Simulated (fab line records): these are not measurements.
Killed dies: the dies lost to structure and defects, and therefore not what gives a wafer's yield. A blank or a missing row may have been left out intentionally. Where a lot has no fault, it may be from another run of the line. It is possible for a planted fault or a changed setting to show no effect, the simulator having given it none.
A struck lot beside a sound one	flow sky130	17 steps out of a route of 708
Sound: these wafers, L322.3, L322.5, L322.6. Struck: wafer L325.6. (L325.1, L325.5 of the same lot were not struck and are left out.) The cause comes at the end.
Per side, at each step with rows, come the tool, then ch with its chambers, and then its first start. Under that, the readings that differ: sound wafers	struck wafers	difference of the means	sigmas: that difference in standard deviations of wafers without a fault.
alike: words and numbers the same on both sides, and readings whose means are apart by under 2 such deviations; not compared: readings that were withheld, readings missing a value for some wafer, numbers with overlapping values and no deviation given by the record, and bounds like >300 which may hide the same value.
A row with sigmas, a row that says differs or no value, or rows on one side alone: a step with any of these is where the two part. Non-overlapping numbers with no deviation appear without sigmas and do not part them. Lack of a reading on every wafer of one side parts them only where that side has two or more wafers.

first, 3 steps without rows for these wafers: SKY_VIA3_EXPOSE_09 (exposes mask VIM3, target cd 200 nm); SKY_VIA3_PEB_10; SKY_VIA3_DEVELOP_11 (develop time 60 s).
SKY_VIA3_CD_MEAS_12: target cd 200 nm.
  sound on cd_sem-02, day 42 12:56; struck on cd_sem-02, day 43 10:31
reading	sound	struck	difference	sigmas
cd_nm (nm)	196.4 198.6 197.3	200.2	+2.8	+2
SKY_VIA3_OVL_MEAS_13:
  sound on overlay-01, day 42 13:01; struck on overlay-01, day 43 10:38
  alike: VIA3_OVL
SKY_VIA3_ETCH_14: etches BARC in N2/H2, stops on SiO2, time 45.9 s, target depth 60 nm.
  sound on rie_diel-02 ch 2,3, day 42 13:03; struck on rie_diel-03 ch 0, day 43 10:40
  alike: drypump_motor_current_A, oes_product_au, throttle_valve_pct
  not compared: rf_hours_counter_h
SKY_VIA3_ETCH_15: etches SiO2 in C4F8/O2/Ar, stops on TiN, target depth 507 nm, time 78 s.
  sound on rie_diel-02 ch 2,3, day 42 13:05; struck on rie_diel-03 ch 0, day 43 10:43
reading	sound	struck	difference	sigmas
oes_product_au (a.u.)	0.949 0.949 0.953	0.940	-0.010	-2
  not compared: rf_hours_counter_h
SKY_VIA3_STRIP_16: strips in O2/N2.
  sound on plasma_asher-03 ch 0,1, day 42 13:11; struck on plasma_asher-02 ch 1, day 43 10:46
  alike: drypump_motor_current_A, oes_product_au, strip_time_to_endpoint_s
  not compared: rf_hours_counter_h
then, 3 steps without rows for these wafers: SKY_VIA3_STRIP_17 (strips in post etch residue remover, time 1200 s); SKY_VIA3_CLEAN_18 (cleans in IPA, time 180 s); SKY_VIA3_CLEAN_19 (cleans in O3/DIW).
SKY_VIA3_SPUTTER_20: material TiN, target thk 20 nm, time 80 s.
  sound on pvd_sputter-01, day 42 13:44; struck on pvd_sputter-01, day 43 11:22
reading	sound	struck	difference	sigmas
throttle_valve_pct (%)	32.3 32.5 30.1	28.7	-2.9	-3
SKY_VIA3_CVD_21: deposits W, target thk 390 nm, time 117.31 s.
  sound on cvd_w-02 ch 0,1, day 42 13:51; struck on cvd_w-02 ch 0, day 43 11:26
reading	sound	struck	difference	sigmas
model.W_of_VIA3_CVD_21.thk_nm (nm)	387.5 389.3 391.9	490.1	+100.5	
  alike: heater_power_w
SKY_VIA3_RS_MEAS_22: the measuring method here is four-point-probe.
  sound on film_metro-04, day 42 13:58; struck on film_metro-04, day 43 11:33
reading	sound	struck	difference	sigmas
VIA3_W_RS (ohm/sq)	0.2967 0.2946 0.2927	0.2341	-0.0606	-25
SKY_VIA3_THK_MEAS_23: measures by xrf.
  sound on film_metro-04, day 42 14:04; struck on film_metro-04, day 43 11:40
reading	sound	struck	difference	sigmas
VIA3_W_THK (nm)	382 384 386	479	+95	+16
SKY_VIA3_CMP_24: polishes, stops on SiO2, t overpolish 20 s, target thk 0 nm.
  sound on cmp-02 ch 0,1,3, day 42 14:16; struck on cmp-01 ch 3, day 43 11:50
reading	sound	struck	difference	sigmas
time_to_endpoint_s (s)	97 94 96	126	+30	+8
  alike: motor_current_A
SKY_METAL4_SPUTTER_00: material Ti, target thk 15 nm, time 10 s.
  sound on pvd_sputter-03, day 42 14:25; struck on pvd_sputter-01, day 43 12:02
  alike: throttle_valve_pct

## WHERE THEY PART
First at SKY_VIA3_CD_MEAS_12; last, within this record, at SKY_VIA3_CMP_24. Later steps at which nothing parts them and some readings are alike: SKY_METAL4_SPUTTER_00.

WHY: what had been put in by the simulator
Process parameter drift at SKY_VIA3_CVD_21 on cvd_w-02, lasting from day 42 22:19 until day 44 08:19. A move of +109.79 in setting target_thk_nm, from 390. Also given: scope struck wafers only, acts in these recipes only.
